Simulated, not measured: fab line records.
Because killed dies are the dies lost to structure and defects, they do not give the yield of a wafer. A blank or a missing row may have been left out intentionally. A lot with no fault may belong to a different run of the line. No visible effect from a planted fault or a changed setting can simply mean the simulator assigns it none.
Comparing a struck lot with a sound one -- flow sky130 -- 37 steps out of a route of 708
Sound: the wafers L246.2, L246.3, L246.5. Wafers L262.1, L262.2, L262.3 were the ones struck. The cause is named last.
Per side, at each step with rows, come the tool, then ch with its chambers, and then its first start. Under that, the readings that differ: sound wafers -- struck wafers -- difference of the means -- sigmas: that difference in standard deviations of wafers without a fault.
alike: same words and numbers on both sides, and readings whose means sit less than 2 such deviations apart. not compared: any withheld reading, any reading some wafer has no value for, any bound like >300 that may hide the same value, and any number with overlapping values for which the record gives no deviation.
A row with sigmas, a row that says differs or no value, or rows on one side alone: a step with any of these is where the two part. When numbers do not overlap yet have no deviation, they are printed without sigmas and do not part them. A reading missing from all wafers of one side parts the sides only when that side holds two or more wafers.

first, 9 steps without rows for these wafers: SKY_VIA2_SPUTTER_20 (material TiN, target thk 20 nm, time 80 s); SKY_VIA2_CVD_21 (deposits W, target thk 420 nm, time 126.4 s); SKY_VIA2_CMP_24 (polishes, stops on SiO2, t overpolish 20 s, target thk 0 nm); SKY_METAL3_SPUTTER_00 (material Ti, target thk 15 nm, time 10 s); SKY_METAL3_SPUTTER_01 (material TiN, target thk 20 nm, time 16.7 s); SKY_METAL3_SPUTTER_02 (material AlCu, target thk 735 nm, time 39.1 s); SKY_METAL3_SPUTTER_03 (material Ti, target thk 5 nm, time 3.3 s); SKY_METAL3_SPUTTER_04 (material TiN, target thk 70 nm, time 58.3 s); SKY_CAPM_CVD_00 (deposits SiO2, target thk 15.5 nm).
SKY_CAPM_SPUTTER_02: material TiN, target thk 200 nm, time 166.7 s.
  sound on pvd_sputter-03 at day 36 08:28; struck on pvd_sputter-03 at day 41 11:40
reading,sound,struck,difference,sigmas
cathode_dc_power_W (W),6499.3 6499.2 6500.9,6032.0 6031.7 6029.2,-468.8,-99 or more
model.TiN_of_CAPM_SPUTTER_02.thk_nm (nm),197.9 197.1 195.9,183.4 185.4 185.3,-12.3,
  alike: throttle_valve_pct
SKY_CAPM_RS_MEAS_03: the measuring method here is four-point-probe.
  sound on film_metro-02 at day 36 08:35; struck on film_metro-01 at day 41 12:04
reading,sound,struck,difference,sigmas
CAPM_TIN_RS (ohm/sq),6.96 7.01 7.04,7.57 7.49 7.48,+0.51,+6
  not compared: hold
SKY_CAPM_THK_MEAS_04: measures by xrf.
  sound on film_metro-02 at day 36 08:42; struck on film_metro-01 at day 41 15:27
reading,sound,struck,difference,sigmas
CAPM_TIN_THK (nm),196.3 194.9 193.6,180.3 182.7 181.8,-13.3,-5
  not compared: hold
then, 6 steps without rows for these wafers: SKY_CAPM_HMDS_06 (prime time 60 s); SKY_CAPM_COAT_07 (resist thk 1140 nm); SKY_CAPM_SOFTBAKE_08 (time 60 s); SKY_CAPM_EXPOSE_09 (exposes mask CAPM, target cd 1000 nm); SKY_CAPM_PEB_10; SKY_CAPM_DEVELOP_11 (develop time 60 s).
SKY_CAPM_METAL_ETCH_13: etches TiN in Cl2/BCl3, stops on SiO2, target depth 220 nm, time 62.9 s.
  sound on rie_metal-04 ch 1, day 37 10:07; struck on rie_metal-04 ch 0,1, day 42 11:33
reading,sound,struck,difference,sigmas
oes_product_au (a.u.),0.940 0.930 0.936,0.893 0.905 0.898,-0.037,-4
throttle_valve_pct (%),21.894 21.908 21.898,21.932 21.933 21.922,+0.029,+3
  alike: bcl3_flow_sccm, drypump_motor_current_A, he_backside_leak_sccm
  not compared: rf_hours_counter_h
then, 16 steps without rows for these wafers: SKY_CAPM_STRIP_14 (strips in O2/N2); SKY_CAPM_STRIP_15 (strips in post etch residue remover, time 1200 s); SKY_CAPM_CLEAN_16 (cleans in IPA, time 180 s); SKY_CAPM_CLEAN_17 (cleans in O3/DIW); SKY_METAL3_DEHYDRATE_05 (time 60 s); SKY_METAL3_HMDS_06 (prime time 60 s); SKY_METAL3_COAT_07 (resist thk 60 nm); SKY_METAL3_COAT_08 (resist thk 1140 nm); SKY_METAL3_SOFTBAKE_09 (time 90 s); SKY_METAL3_EXPOSE_10 (exposes mask MM3, target cd 300 nm); SKY_METAL3_PEB_11; SKY_METAL3_DEVELOP_12 (develop time 60 s); SKY_METAL3_DESCUM_15 (chemistry O2, time 8 s); SKY_METAL3_ETCH_16 (etches BARC in N2/H2, stops on SiO2, time 88.2 s, target depth 60 nm); SKY_METAL3_ETCH_17 (etches SiO2 in C4F8/O2/Ar, stops on TiN, time 3.9 s, target depth 15 nm); SKY_METAL3_METAL_ETCH_18 (etches the open film in Cl2/BCl3, stops on SiO2, target depth 845 nm, time 183.1 s).
SKY_METAL3_STRIP_20: strips in post etch residue remover, time 1200 s.
  sound on wet_bench-02 ch 0, day 38 12:29; struck on wet_bench-02 ch 1, day 43 11:29
reading,sound,struck,difference,sigmas
model.TiN_of_CAPM_SPUTTER_02.thk_nm (nm),197 196.3 195.1,182.6 184.5 184.5,-12.3,
-- the record jumps here: 6 days lie between the struck wafers' starts before and after (it left off in module METAL3 and takes up again in module PAD_OPEN, whose first step shown is number 708 of the route) --
SKY_PAD_OPEN_PROBE_99:
  sound on prober-02 at day 45 19:52; struck on prober-02 at day 49 19:13
reading,sound,struck,difference,sigmas
model.etest.cap_mim.plate_ohm_sq,6.055 6.073 6.109,6.562 6.476 6.398,+0.400,
  alike: defect_limited_yield, killed_at_M0_to_M3, killed_at_M4_up, killed_at_contacts, killed_at_front_end, killed_at_other, killed_dies, killed_open, killed_short, sort_bin_3_pad_short, sort_bin_5_function, sort_bin_6_memory, sort_n_pass, sort_yield_pct

## WHERE THEY PART
Earliest at SKY_CAPM_SPUTTER_02; latest, in this record, at SKY_CAPM_METAL_ETCH_13. Later steps at which nothing parts them and some readings are alike: SKY_PAD_OPEN_PROBE_99.

WHY: what the simulator had put in
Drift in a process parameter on pvd_sputter-03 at SKY_CAPM_SPUTTER_02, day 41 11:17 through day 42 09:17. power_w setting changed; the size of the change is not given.
